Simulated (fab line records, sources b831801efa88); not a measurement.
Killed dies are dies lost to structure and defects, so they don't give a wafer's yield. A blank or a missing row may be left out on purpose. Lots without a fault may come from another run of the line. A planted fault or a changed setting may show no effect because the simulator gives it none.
Which tool did it? | flow gf180mcu | 13 lots, 39 wafers sampled, at 5 steps of a route of 602

WHAT THE GAUGES READ, wafer by wafer
GF_V5_THK_MEAS_01. Usual: V5_CVD_00_THK 289 nm, standard deviation 3.2.
lot  | measured     | on            | V5_CVD_00_THK (nm) | flag
L702 | day 26 05:43 | film_metro-04 | 287 285 288        |
L703 | day 26 09:29 | film_metro-02 | 285 285 288        |
L704 | day 26 20:21 | film_metro-04 | 283 284 285        |
L705 | day 27 02:11 | film_metro-02 | 286 288 287        |
L707 | day 28 03:44 | film_metro-03 | 579 577 578        | OFF
L711 | day 29 02:43 | film_metro-02 | 577 576 578        | OFF
L714 | day 30 15:20 | film_metro-04 | 288 289 288        |
L716 | day 30 19:25 | film_metro-03 | 289 293 296        |
L718 | day 31 06:34 | film_metro-02 | 295 292 294        |
L719 | day 31 15:36 | film_metro-02 | 290 292 293        |
L721 | day 31 21:20 | film_metro-04 | 288 285 287        |
L722 | day 32 02:53 | film_metro-03 | 290 292 292        |
L724 | day 32 14:05 | film_metro-02 | 295 295 286        |

GF_V5_THK_MEAS_03. Usual: V5_CVD_02_THK 1440 nm, standard deviation 20.
lot  | measured     | on            | V5_CVD_02_THK (nm) | flag
L702 | day 26 05:53 | film_metro-03 | 1427 1445 1428     |
L703 | day 26 09:39 | film_metro-04 | 1420 1426 1450     |
L704 | day 26 20:31 | film_metro-03 | 1426 1439 1461     |
L705 | day 27 02:21 | film_metro-04 | 1428 1462 1439     |
L707 | day 28 03:54 | film_metro-02 | 1395 1422 1448     |
L711 | day 29 02:53 | film_metro-02 | 1437 1484 1474     |
L714 | day 30 15:30 | film_metro-04 | 1463 1431 1424     |
L716 | day 30 19:35 | film_metro-02 | 1418 1437 1451     |
L718 | day 31 06:44 | film_metro-04 | 1427 1422 1457     |
L719 | day 31 15:46 | film_metro-03 | 1431 1442 1463     |
L721 | day 31 21:31 | film_metro-03 | 1423 1475 1472     |
L722 | day 32 03:07 | film_metro-04 | 1456 1438 1466     |
L724 | day 32 14:15 | film_metro-02 | 1435 1457 1436     |

WHICH TOOL RAN EACH LOT (tool, then ch and the chambers of the sampled wafers, then the start)
lot  | GF_M4_STRIP_17                       | GF_V4_CMP_04                  | GF_V5_CVD_00
L702 | plasma_asher-02 ch 0,1, day 23 08:22 | cmp-02 ch 0,1, day 23 09:19   | hdpcvd-01 ch 0,1,2, day 26 05:41
L703 | plasma_asher-01 ch 0,1, day 23 12:10 | cmp-02 ch 0,3, day 23 13:00   | hdpcvd-02 ch 0,1, day 26 09:26
L704 | plasma_asher-03 ch 1, day 24 00:07   | cmp-02 ch 0,2,3, day 24 00:55 | hdpcvd-01 ch 0,1, day 26 20:19
L705 | plasma_asher-01 ch 0,1, day 24 07:08 | cmp-01 ch 1,2,3, day 24 07:54 | hdpcvd-01 ch 0,1,2, day 27 02:07
L707 | plasma_asher-01 ch 0,1, day 25 09:05 | cmp-01 ch 0,3, day 25 09:52   | hdpcvd-01 ch 0,1,2, day 28 03:22
L711 | plasma_asher-01 ch 0,1, day 26 11:13 | cmp-02 ch 0,1,3, day 26 12:08 | hdpcvd-02 ch 0,1,2, day 29 02:28
L714 | plasma_asher-03 ch 0,1, day 28 01:30 | cmp-02 ch 1,2,3, day 28 02:27 | hdpcvd-01 ch 0,1,2, day 30 15:17
L716 | plasma_asher-02 ch 0,1, day 28 06:58 | cmp-01 ch 0,1,2, day 28 07:49 | hdpcvd-02 ch 0,1,2, day 30 19:22
L718 | plasma_asher-03 ch 0, day 28 18:43   | cmp-01 ch 0,3, day 28 19:32   | hdpcvd-02 ch 0,1, day 31 06:31
L719 | plasma_asher-03 ch 0,1, day 29 05:21 | cmp-02 ch 0,2,3, day 29 06:08 | hdpcvd-02 ch 0,1, day 31 15:32
L721 | plasma_asher-01 ch 0,1, day 29 11:48 | cmp-01 ch 0,1, day 29 12:34   | hdpcvd-01 ch 0,2, day 31 21:17
L722 | plasma_asher-02 ch 0,1, day 29 17:25 | cmp-01 ch 0,1,3, day 29 18:19 | hdpcvd-02 ch 0,1, day 32 02:49
L724 | plasma_asher-03 ch 0,1, day 30 06:06 | cmp-02 ch 0,1, day 30 07:00   | hdpcvd-02 ch 0,1,2, day 32 14:01
- GF_M4_STRIP_17: strips in O2/N2.
- GF_V4_CMP_04: polishes SiO2.
- GF_V5_CVD_00: deposits SiO2, target thk 300 nm, time 48.29 s.

WHAT THE TOOLS THEMSELVES READ (means of the sampled wafers that have a number; where no wafer has one, the mark that the record gives instead)
GF_M4_STRIP_17. Usual: drypump_motor_current_A 5.8 A, standard deviation 0.75; heater_power_w 346 W, standard deviation 32; oes_product_au 0.557 a.u., standard deviation 0.0047; strip_time_to_endpoint_s 7.85 s, standard deviation 0.042.
lot  | tool            | drypump_motor_current_A (A) | heater_power_w (W) | oes_product_au (a.u.) | strip_time_to_endpoint_s (s) | flag
L702 | plasma_asher-02 | 6.2                         | 398                | 0.560                 | 7.85                         |
L703 | plasma_asher-01 | 6.1                         | 341                | 0.553                 | 7.78                         |
L704 | plasma_asher-03 | 6.1                         | 324                | 0.560                 | 7.88                         |
L705 | plasma_asher-01 | 6.1                         | 344                | 0.557                 | 7.84                         |
L707 | plasma_asher-01 | 5.4                         | 325                | 0.560                 | 7.91                         |
L711 | plasma_asher-01 | 5.4                         | 327                | 0.553                 | 7.81                         |
L714 | plasma_asher-03 | 5.8                         | 332                | 0.556                 | 7.81                         |
L716 | plasma_asher-02 | 6.2                         | 404                | 0.558                 | 7.85                         |
L718 | plasma_asher-03 | 5.2                         | 354                | 0.551                 | 7.78                         |
L719 | plasma_asher-03 | 5.5                         | 340                | 0.552                 | 7.80                         |
L721 | plasma_asher-01 | 6.1                         | 343                | 0.559                 | 7.89                         |
L722 | plasma_asher-02 | 6.3                         | 398                | 0.561                 | 7.86                         |
L724 | plasma_asher-03 | 5.5                         | 333                | 0.559                 | 7.89                         |

GF_V4_CMP_04. Usual: motor_current_A 11.9 A, standard deviation 1.4; platen_rpm 60.00 rpm, standard deviation 0.039; time_to_endpoint_s 77 s, standard deviation 5.3.
lot  | tool   | motor_current_A (A) | platen_rpm (rpm) | time_to_endpoint_s (s) | flag
L702 | cmp-02 | 12.4                | 60.00            | 76                     |
L703 | cmp-02 | 13.3                | 59.98            | 78                     |
L704 | cmp-02 | 11.5                | 59.97            | 74                     |
L705 | cmp-01 | 12.5                | 60.01            | 75                     |
L707 | cmp-01 | 11.9                | 60.01            | 84                     |
L711 | cmp-02 | 12.0                | 60.04            | 86                     |
L714 | cmp-02 | 10.6                | 60.00            | 74                     |
L716 | cmp-01 | 12.4                | 60.00            | 68                     |
L718 | cmp-01 | 11.7                | 60.02            | 82                     |
L719 | cmp-02 | 11.7                | 59.99            | 74                     |
L721 | cmp-01 | 12.3                | 60.02            | 75                     |
L722 | cmp-01 | 12.0                | 60.01            | 71                     |
L724 | cmp-02 | 12.5                | 60.02            | 78                     |

THE ANSWER, worked out from the rows above alone
Rule: a lot is off if the mean of its wafers that have a number lies more than 3 standard deviations from the usual mean. A lot without any number at a reading at which 4 lots or more have one is off too. The other lots that the step has rows for count as sound. The gauges are gone through in route order, then the tools' own readings, and for those a lot's mean is taken as printed above. The first step at which some lot is off is used, and at that step the reading that is off furthest; a lot without a number counts as furthest.
Off: L707, L711, at GF_V5_THK_MEAS_01 (V5_CVD_00_THK).
A tool fits if, at a process step before that reading, it ran every lot that is off, and no sound lot after the first of them. The gauges at GF_V5_THK_MEAS_01 are tried like those tools. None of those tried fits.

WHAT THE SIMULATOR HAD PUT IN
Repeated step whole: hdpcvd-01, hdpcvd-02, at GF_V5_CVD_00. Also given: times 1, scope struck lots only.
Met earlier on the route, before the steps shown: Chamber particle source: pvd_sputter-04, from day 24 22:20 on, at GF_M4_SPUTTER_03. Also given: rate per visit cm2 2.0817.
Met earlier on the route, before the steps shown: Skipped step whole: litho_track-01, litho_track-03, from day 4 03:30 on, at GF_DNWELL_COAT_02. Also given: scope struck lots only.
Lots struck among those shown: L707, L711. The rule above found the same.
